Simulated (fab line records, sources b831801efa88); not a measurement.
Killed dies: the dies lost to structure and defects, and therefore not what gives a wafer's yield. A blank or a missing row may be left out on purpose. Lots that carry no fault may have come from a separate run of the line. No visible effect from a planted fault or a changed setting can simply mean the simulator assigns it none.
fab line records | flow sfqLine
record lots=7 wafers=21 lastDay=83
route steps=325 shown I6@270 M7@281
lots untouched by any fault: they come from a run of this same line in which no faults occurred
startH: start of the lot's first displayed wafer, in hours after the record's first day | waitH: time in hours since the lot's previous step | " identical to the entry in the row above | L1.1+2: a single row standing in for several wafers | - no value present, or no start provided | * or withheld: withheld | < > ~ a bound
route shown NAME@n: a module of which the file shows steps, and the number in the route of the first | usual: mean and standard deviation over wafers with no fault | same: alike in all rows | chamber/n: place in a boat | sites: readings site by site | _std_site: the values' standard deviation | _edge_site: outer sites' mean less inner sites' | radiusMm: how far each site lies from the wafer's centre | mask NAME#n: copy n | behind: the most recent tool/chamber to have shaped the wafer | hold: why the lot went on hold/how many hours it stayed there/how the hold came to an end | device: names the non-switching transistor (n, p or np) | end of line: tests of these same wafers at the route's end | where a step has no rows: the recipe by itself | killed: dies that structure and defects cost at the first sort, which is not the same as the wafer's yield | map: dies across one wafer; x = killed, . = not, _ = none there
set.NAME: the run value of the setting; set.NAME@STEP: its run value at that earlier step | model.NAME: the simulator's own value behind a step, which no gauge read
certain route steps with their lots: each step a table, each wafer a row
services: the hour from which a tool's chamber was out of use, counted from the record's first day as startH (under 0 if before that day), plus the number of hours and why
## steps
# step SFQ_TRILAYER_I6_VIA_LITHO_COAT_174
# recipe resist=BARC spinRpm=3000 resistThkNm=62
# step SFQ_TRILAYER_I6_VIA_LITHO_COAT_169
# recipe resist=KrF spinRpm=3020 resistThkNm=650
# step SFQ_TRILAYER_I6_VIA_LITHO_SOFTBAKE_173
# recipe tempC=withheld timeS=withheld resist=KrF
# step SFQ_TRILAYER_I6_VIA_LITHO_EXPOSE_170
# recipe maskId=I6 na=0.6 sourceShape=conventional sigmaOuter=0.65 targetCdNm=700 doseMj=21.3
# step SFQ_TRILAYER_I6_VIA_LITHO_PEB_172
# recipe pebTempC=115 pebTimeS=60 resist=KrF
# step SFQ_TRILAYER_I6_VIA_LITHO_DEVELOP_171
# recipe timeS=60 resist=KrF
# step SFQ_I6_OVL_MEAS_942
# usual I6_OVL=2/5.9
# columns lot.wafer tool chamber startH waitH I6_OVL[nm]
L809.3 overlay-01 - 1672.13 0.1 4
L809.5 " - " " 3
L809.6 " - " " 8
L814.2 overlay-02 - 1865.50 0.1 5
L814.5 " - " " 0
L814.6 " - " " 6
L815.2 overlay-02 - 1869.10 0.1 2
L815.3 " - " " -1
L815.5 " - " " -4
L816.1 overlay-01 - 1871.49 0.1 -1
L816.3 " - " " -5
L816.5 " - " " -11
L818.1 overlay-01 - 1876.29 0.1 4
L818.2 " - " " -3
L818.4 " - " " 2
L819.2 overlay-01 - 1882.30 0.1 2
L819.5 " - " " -1
L819.6 " - " " 0
L822.1 overlay-02 - 1897.05 0.1 -11
L822.3 " - " " -1
L822.6 " - " " -7
# step SFQ_TRILAYER_I6_VIA_BARC_OPEN_VIA_ETCH_235
# recipe maskMaterial=PR chemistry=O2 targetDepthNm=125 target=BARC sourceW=500 biasW=80 pressureMtorr=30 timeS=41.7
# usual drypumpMotorCurrentA=5.8/0.37 oesProductAu=0.685/0.0047 rfFwdPowerW=494.9/1.9
# columns lot.wafer tool chamber startH waitH drypumpMotorCurrentA oesProductAu rfFwdPowerW rfHoursCounterH
L809.3 rieDiel-02 3 1672.15 0.0 6.5 0.689 496.1 17
L809.5 " 0 " " 5.6 0.684 495.3 -
L809.6 " 3 " " 6.5 0.692 498.5 -
L814.2 rieDiel-02 3 1865.53 0.0 6.5 0.683 495.9 1
L814.5 " 3 " " 6.4 0.687 494.4 -
L814.6 " 0 " " 5.5 0.688 493.2 -
L815.2 rieDiel-02 3 1869.13 0.0 6.5 0.685 497.5 1
L815.3 " 1 " " 6.0 0.683 494.8 4
L815.5 " 0 " " 5.5 0.693 494.3 -
L816.1 rieDiel-01 2 1871.53 0.0 5.5 0.681 494.4 1
L816.3 " 0 " " 6.0 0.679 494.1 2
L816.5 " 1 " " 5.6 0.691 496.7 -
L818.1 rieDiel-02 1 1876.33 0.0 6.0 0.684 493.8 4
L818.2 " 2 " " 5.3 0.687 498.5 15
L818.4 " 3 " " 6.4 0.682 497.5 1
L819.2 rieDiel-02 0 1882.33 0.0 5.5 0.685 494.1 4
L819.5 " 1 " " 5.9 0.686 494.5 -
L819.6 " 2 " " 5.3 0.685 496.1 -
L822.1 rieDiel-01 3 1897.09 0.0 5.7 0.683 491.3 15
L822.3 " 2 " " 5.5 0.687 493.8 2
L822.6 " 0 " " 6.0 0.684 495.4 -
# step SFQ_TRILAYER_I6_VIA_ETCH_VIA_ETCH_172
# recipe target=SiO2 stopOn=Nb maskMaterial=PR taperDeg=20 chemistry=CHF3 targetDepthNm=260 sourceW=500 biasW=80 pressureMtorr=30 timeS=withheld
# usual drypumpMotorCurrentA=5.8/0.36 oesProductAu=0.855/0.0051 rfFwdPowerW=498.3/1.7
# columns lot.wafer tool chamber startH waitH drypumpMotorCurrentA oesProductAu rfFwdPowerW
L809.3 rieDiel-02 3 1672.19 0.0 6.4 0.856 497.3
L809.5 " 0 " " 5.6 0.850 495.9
L809.6 " 3 " " 6.4 0.854 496.8
L814.2 rieDiel-02 3 1865.57 0.0 6.5 0.850 500.1
L814.5 " 3 " " 6.4 0.855 500.3
L814.6 " 0 " " 5.6 0.854 497.0
L815.2 rieDiel-02 3 1869.17 0.0 6.5 0.859 497.2
L815.3 " 1 " " 6.0 0.859 498.3
L815.5 " 0 " " 5.6 0.854 499.4
L816.1 rieDiel-01 2 1871.57 0.0 5.5 0.851 499.0
L816.3 " 0 " " 6.0 0.853 497.8
L816.5 " 1 " " 5.6 0.848 497.9
L818.1 rieDiel-02 1 1876.37 0.0 6.0 0.850 497.1
L818.2 " 2 " " 5.3 0.841 497.1
L818.4 " 3 " " 6.4 0.854 499.1
L819.2 rieDiel-02 0 1882.37 0.0 5.6 0.856 496.7
L819.5 " 1 " " 6.0 0.851 498.5
L819.6 " 2 " " 5.3 0.855 495.3
L822.1 rieDiel-01 3 1897.13 0.0 5.7 0.860 496.6
L822.3 " 2 " " 5.6 0.864 499.9
L822.6 " 0 " " 6.1 0.859 499.0
# step SFQ_TRILAYER_I6_VIA_STRIP_STRIP_173
# recipe gas=O2 powerW=200 platenTempC=40 overashFraction=0.65 chemistry=O2 pressureMtorr=50
# usual drypumpMotorCurrentA=5.27/0.17 oesProductAu=1.001/0.0081
# columns lot.wafer tool chamber startH waitH drypumpMotorCurrentA oesProductAu rfHoursCounterH
L809.3 rieMetal-01 0 1672.70 - 5.19 1.016 -
L809.5 " 0 " " 5.19 1.002 -
L809.6 " 0 " " 5.19 1.005 -
L814.2 rieMetal-04 1 1865.68 - 5.45 1.006 66
L814.5 " 1 " " 5.47 1.003 -
L814.6 " 0 " " 5.04 1.004 -
L815.2 rieMetal-02 0 1869.28 - 5.28 0.994 9
L815.3 " 0 " " 5.28 1.000 -
L815.5 " 0 " " 5.28 0.998 -
L816.1 rieMetal-01 0 1871.68 - 5.17 1.006 19
L816.3 " 1 " " 5.62 1.002 -
L816.5 " 1 " " 5.64 0.998 -
L818.1 rieMetal-04 1 1876.48 - 5.45 0.989 68
L818.2 " 0 " " 5.02 1.014 44
L818.4 " 1 " " 5.42 1.004 -
L819.2 rieMetal-02 0 1882.48 - 5.27 0.996 11
L819.5 " 1 " " 5.27 0.987 -
L819.6 " 0 " " 5.29 0.997 -
L822.1 rieMetal-04 0 1897.24 - 5.03 1.012 47
L822.3 " 0 " " 5.03 1.002 -
L822.6 " 0 " " 5.05 1.005 -
# step SFQ_TRILAYER_I6_VIA_STRIP_SOLV_CLEAN_174
# recipe chemistry=NMP tempC=70 timeS=600
# step SFQ_TRILAYER_M7_DEP_PRE_CLEAN_176
# recipe gas=Ar timeS=22.5 biasV=250
# step SFQ_TRILAYER_M7_DEP_SPUTTER_175
# recipe material=Nb basePressurePa=1.33e-06 chamberPressurePa=0.1333 substrateTempC=20 targetThkNm=200 powerW=2000 timeS=133.3
# usual cathodeDcPowerW=1999.9/0.34 throttleValvePct=29.9/0.92
# columns lot.wafer tool chamber startH waitH cathodeDcPowerW throttleValvePct
L809.3 pvdSputter-05 - 1673.72 0.0 2000.3 30.1
L809.5 " - " " 1999.7 30.1
L809.6 " - " " 1999.4 28.2
L814.2 pvdSputter-04 - 1866.48 0.0 2000.1 30.8
L814.5 " - " " 1999.4 28.4
L814.6 " - " " 2000.0 30.6
L815.2 pvdSputter-03 - 1870.08 0.0 2000.0 29.9
L815.3 " - " " 2000.2 30.8
L815.5 " - " " 2000.1 28.8
L815.2 pvdSputter-03 - 1870.34 0.2 2000.3 29.7
L815.3 " - " " 2000.3 30.6
L815.5 " - " " 1999.9 28.9
L816.1 pvdSputter-04 - 1872.48 0.0 1999.2 30.8
L816.3 " - " " 2000.2 30.8
L816.5 " - " " 2000.1 30.8
L818.1 pvdSputter-04 - 1877.28 0.0 1999.8 28.3
L818.2 " - " " 1999.8 30.7
L818.4 " - " " 2000.1 30.7
L818.1 pvdSputter-04 - 1877.54 0.2 1999.7 28.3
L818.2 " - " " 1999.6 30.8
L818.4 " - " " 2000.1 30.6
L819.2 pvdSputter-05 - 1883.28 0.0 2000.2 30.5
L819.5 " - " " 1999.9 29.7
L819.6 " - " " 2000.1 30.1
L819.2 pvdSputter-05 - 1883.54 0.2 2000.6 30.3
L819.5 " - " " 2000.0 29.7
L819.6 " - " " 2000.0 30.2
L822.1 pvdSputter-04 - 1898.04 0.0 1999.8 28.4
L822.3 " - " " 2000.2 30.4
L822.6 " - " " 2000.3 30.7
# step SFQ_M7_RS_MEAS_943
# recipe thkMeasGauge=four-point-probe reads=Nb_of_TRILAYER_M7_DEP_SPUTTER_175
# usual M7_NB_RS=0.894/0.0075
# columns lot.wafer tool chamber startH waitH M7_NB_RS[ohm/sq]
L809.3 filmMetro-02 - 1673.86 0.1 0.900
L809.5 " - " " 0.895
L809.6 " - " " 0.892
L814.2 filmMetro-01 - 1866.60 0.1 0.885
L814.5 " - " " 0.889
L814.6 " - " " 0.878
L815.2 filmMetro-01 - 1870.45 0.1 0.443
L815.3 " - " " 0.444
L815.5 " - " " 0.442
L816.1 filmMetro-01 - 1872.58 0.0 0.889
L816.3 " - " " 0.892
L816.5 " - " " 0.893
L818.1 filmMetro-02 - 1877.63 0.0 0.443
L818.2 " - " " 0.441
L818.4 " - " " 0.448
L819.2 filmMetro-03 - 1883.65 0.1 0.447
L819.5 " - " " 0.449
L819.6 " - " " 0.448
L822.1 filmMetro-03 - 1898.13 0.0 0.884
L822.3 " - " " 0.886
L822.6 " - " " 0.896
# step SFQ_TRILAYER_M7_LITHO_COAT_182
# recipe resist=BARC spinRpm=3059 resistThkNm=62
# step SFQ_TRILAYER_M7_LITHO_COAT_177
# recipe resist=KrF spinRpm=3000 resistThkNm=600
# step SFQ_TRILAYER_M7_LITHO_SOFTBAKE_181
# recipe tempC=withheld timeS=withheld resist=KrF
# step SFQ_TRILAYER_M7_LITHO_EXPOSE_178
# recipe maskId=M7 na=0.6 sourceShape=conventional sigmaOuter=0.65 targetCdNm=500 doseMj=14.4
# step SFQ_TRILAYER_M7_LITHO_PEB_180
# recipe pebTempC=115 pebTimeS=60 resist=KrF
# step SFQ_TRILAYER_M7_LITHO_DEVELOP_179
# recipe timeS=60 resist=KrF
# step SFQ_M7_OVL_MEAS_945
# usual M7_OVL=-1/6.6
# columns lot.wafer tool chamber startH waitH M7_OVL[nm]
L809.3 overlay-01 - 1676.26 0.1 4
L809.5 " - " " 2
L809.6 " - " " 0
L814.2 overlay-01 - 1869.01 0.1 1
L814.5 " - " " -3
L814.6 " - " " 5
L815.2 overlay-02 - 1872.87 0.1 -10
L815.3 " - " " -3
L815.5 " - " " -4
L816.1 overlay-02 - 1876.21 0.1 -5
L816.3 " - " " -2
L816.5 " - " " -2
L818.1 overlay-02 - 1881.01 0.1 -7
L818.2 " - " " -10
L818.4 " - " " -7
L819.2 overlay-02 - 1886.26 0.1 4
L819.5 " - " " 8
L819.6 " - " " 3
L822.1 overlay-02 - 1903.99 0.1 -1
L822.3 " - " " -4
L822.6 " - " " -1
# step SFQ_TRILAYER_M7_BARC_OPEN_METAL_ETCH_229
# recipe maskMaterial=PR chemistry=O2 targetDepthNm=125 target=BARC icpW=600 biasW=80 pressureMtorr=10 timeS=41.7
# usual drypumpMotorCurrentA=5.34/0.26 oesProductAu=0.682/0.0044 rfFwdPowerW=594/3.3
# columns lot.wafer tool chamber startH waitH drypumpMotorCurrentA oesProductAu rfFwdPowerW rfHoursCounterH
L809.3 rieMetal-03 0 1676.30 0.0 4.76 0.687 591 -
L809.5 " 0 " " 4.76 0.686 593 -
L809.6 " 1 " " 5.74 0.686 596 -
L814.2 rieMetal-01 1 1869.04 0.0 5.62 0.685 596 5
L814.5 " 1 " " 5.61 0.682 597 -
L814.6 " 0 " " 5.21 0.669 594 -
L815.2 rieMetal-02 0 1872.90 0.0 5.29 0.679 589 9
L815.3 " 1 " " 5.29 0.681 594 -
L815.5 " 0 " " 5.27 0.682 586 -
L816.1 rieMetal-01 1 1876.24 0.0 5.61 0.677 594 6
L816.3 " 0 " " 5.20 0.686 595 -
L816.5 " 1 " " 5.61 0.683 594 -
L818.1 rieMetal-01 0 1881.04 0.0 5.19 0.679 594 21
L818.2 " 1 " " 5.59 0.686 598 7
L818.4 " 0 " " 5.20 0.681 594 -
L819.2 rieMetal-01 1 1886.29 0.0 5.63 0.686 598 8
L819.5 " 0 " " 5.18 0.680 591 -
L819.6 " 1 " " 5.61 0.683 595 -
L822.1 rieMetal-01 0 1904.03 0.0 5.19 0.685 596 25
L822.3 " 0 " " 5.21 0.678 596 -
L822.6 " 0 " " 5.20 0.680 598 -
# step SFQ_TRILAYER_M7_ETCH_METAL_ETCH_180
# recipe target=Nb stopOn=SiO2 maskMaterial=PR chemistry=Cl2/Ar targetDepthNm=240 icpW=600 biasW=80 pressureMtorr=10 timeS=120
# usual drypumpMotorCurrentA=5.33/0.26 oesProductAu=0.892/0.0066 rfFwdPowerW=596.9/2
# columns lot.wafer tool chamber startH waitH drypumpMotorCurrentA oesProductAu rfFwdPowerW rfHoursCounterH model.etch.depthNm model.M7.featureDepthNm
L809.3 rieMetal-03 0 1676.38 0.1 4.77 0.880 597.9 - 197.6 197.6
L809.5 " 0 " " 4.77 0.887 598.2 - 198.5 198.5
L809.6 " 1 " " 5.75 0.890 598.0 - 199.3 199.3
L814.2 rieMetal-01 1 1869.10 0.0 5.61 0.898 596.2 5 201.3 201.3
L814.5 " 1 " " 5.62 0.897 596.8 - 200.7 200.7
L814.6 " 0 " " 5.20 0.894 596.7 - 202.3 202.3
L815.2 rieMetal-02 0 1872.96 0.0 5.27 0.996 593.2 9 239 239
L815.3 " 1 " " 5.25 0.999 596.8 - 238 238
L815.5 " 0 " " 5.29 0.991 595.8 - 235.9 235.9
L816.1 rieMetal-01 1 1876.30 0.0 5.60 0.892 600.9 6 199.9 199.9
L816.3 " 0 " " 5.18 0.898 598.7 - 200.1 200.1
L816.5 " 1 " " 5.64 0.895 597.7 - 199.1 199.1
L818.1 rieMetal-01 0 1881.10 0.0 5.18 1.003 596.4 21 239 239
L818.2 " 1 " " 5.62 1.000 594.9 7 239.4 239.4
L818.4 " 0 " " 5.20 1.001 596.7 - 240.2 240.2
L819.2 rieMetal-01 1 1886.34 0.0 5.63 1.014 594.9 8 244.6 244.6
L819.5 " 0 " " 5.16 1.013 596.7 - 244.4 244.4
L819.6 " 1 " " 5.64 0.999 596.9 - 239.9 239.9
L822.1 rieMetal-01 0 1904.09 0.0 5.20 0.897 597.1 25 201.1 201.1
L822.3 " 0 " " 5.19 0.893 597.3 - 200.5 200.5
L822.6 " 0 " " 5.20 0.892 597.7 - 198.4 198.4
# step SFQ_TRILAYER_M7_STRIP_STRIP_181
# recipe gas=O2 powerW=200 platenTempC=40 overashFraction=0.65 chemistry=O2 pressureMtorr=50
# usual drypumpMotorCurrentA=5.33/0.26 oesProductAu=1.002/0.0075
# columns lot.wafer tool chamber startH waitH drypumpMotorCurrentA oesProductAu rfHoursCounterH
L809.3 rieMetal-03 0 1676.67 0.2 4.75 0.986 -
L809.5 " 0 " " 4.77 0.993 -
L809.6 " 1 " " 5.72 0.998 -
L814.2 rieMetal-01 1 1869.23 0.1 5.61 1.001 5
L814.5 " 1 " " 5.62 0.997 -
L814.6 " 0 " " 5.23 1.002 -
L815.2 rieMetal-02 0 1873.08 0.1 5.29 0.997 9
L815.3 " 1 " " 5.27 0.995 -
L815.5 " 0 " " 5.28 0.987 -
L816.1 rieMetal-01 1 1876.43 0.1 5.62 1.006 6
L816.3 " 0 " " 5.20 0.998 -
L816.5 " 1 " " 5.62 0.994 -
L818.1 rieMetal-01 0 1881.23 0.1 5.20 1.010 21
L818.2 " 1 " " 5.61 1.011 7
L818.4 " 0 " " 5.18 1.002 -
L819.2 rieMetal-01 1 1886.47 0.1 5.63 0.991 8
L819.5 " 0 " " 5.18 0.996 -
L819.6 " 1 " " 5.62 0.992 -
L822.1 rieMetal-01 0 1904.21 0.1 5.19 0.998 25
L822.3 " 0 " " 5.19 1.004 -
L822.6 " 0 " " 5.20 0.997 -
## services
# columns tool chamber startH hours kind
rieDiel-02 2 1667.53 18.4 repair
rieDiel-02 2 1689.73 1.6 repair
rieDiel-02 3 1700.31 5.9 repair
rieDiel-01 0 1705.77 6.4 repair
rieMetal-02 - 1706.04 2.8 pm
pvdSputter-03 - 1708.85 4.8 repair
pvdSputter-04 - 1711.10 2.9 repair
rieDiel-01 2 1712.81 1.6 repair
rieDiel-02 - 1720.97 0.2 repair
rieDiel-01 0 1727.80 2.5 repair
rieMetal-04 1 1728.02 7.1 repair
rieDiel-01 2 1741.52 9.8 repair
pvdSputter-05 - 1745.00 0.7 repair
rieDiel-02 - 1755.03 15.6 pm
pvdSputter-04 - 1770.80 3.1 repair
rieDiel-02 3 1791.88 2.9 repair
rieDiel-01 2 1804.54 10.1 repair
pvdSputter-05 - 1810.35 2.1 repair
rieMetal-04 0 1818.00 20.7 repair
pvdSputter-04 - 1823.36 2.2 repair
rieMetal-04 0 1841.94 3.5 repair
rieMetal-04 1 1849.90 1.4 repair
rieMetal-03 - 1849.91 2.8 pm
rieDiel-01 - 1904.13 0.4 repair
## key
firstSign step=SFQ_TRILAYER_M7_DEP_SPUTTER_175 reading=visit direction=added
effect step=SFQ_M7_RS_MEAS_943 reading=M7_NB_RS direction=down sigmas=60 usual=0.894 struck=0.445
effect step=SFQ_TRILAYER_M7_ETCH_METAL_ETCH_180 reading=oesProductAu direction=up sigmas=17 usual=0.892 struck=1.002
modelEffect step=SFQ_TRILAYER_M7_ETCH_METAL_ETCH_180 value=etch.depthNm without=199.6 struck=240.1
metAt SFQ_TRILAYER_M7_DEP_SPUTTER_175
struckWafers L815.2,L815.3,L815.5,L818.1,L818.2,L818.4,L819.2,L819.5,L819.6
fault kind=repeatedStepWhole tool=pvdSputter-03,pvdSputter-04,pvdSputter-05 chamber=- onsetH=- steps=SFQ_TRILAYER_M7_DEP_SPUTTER_175 times=1 scope=struckLotsOnly
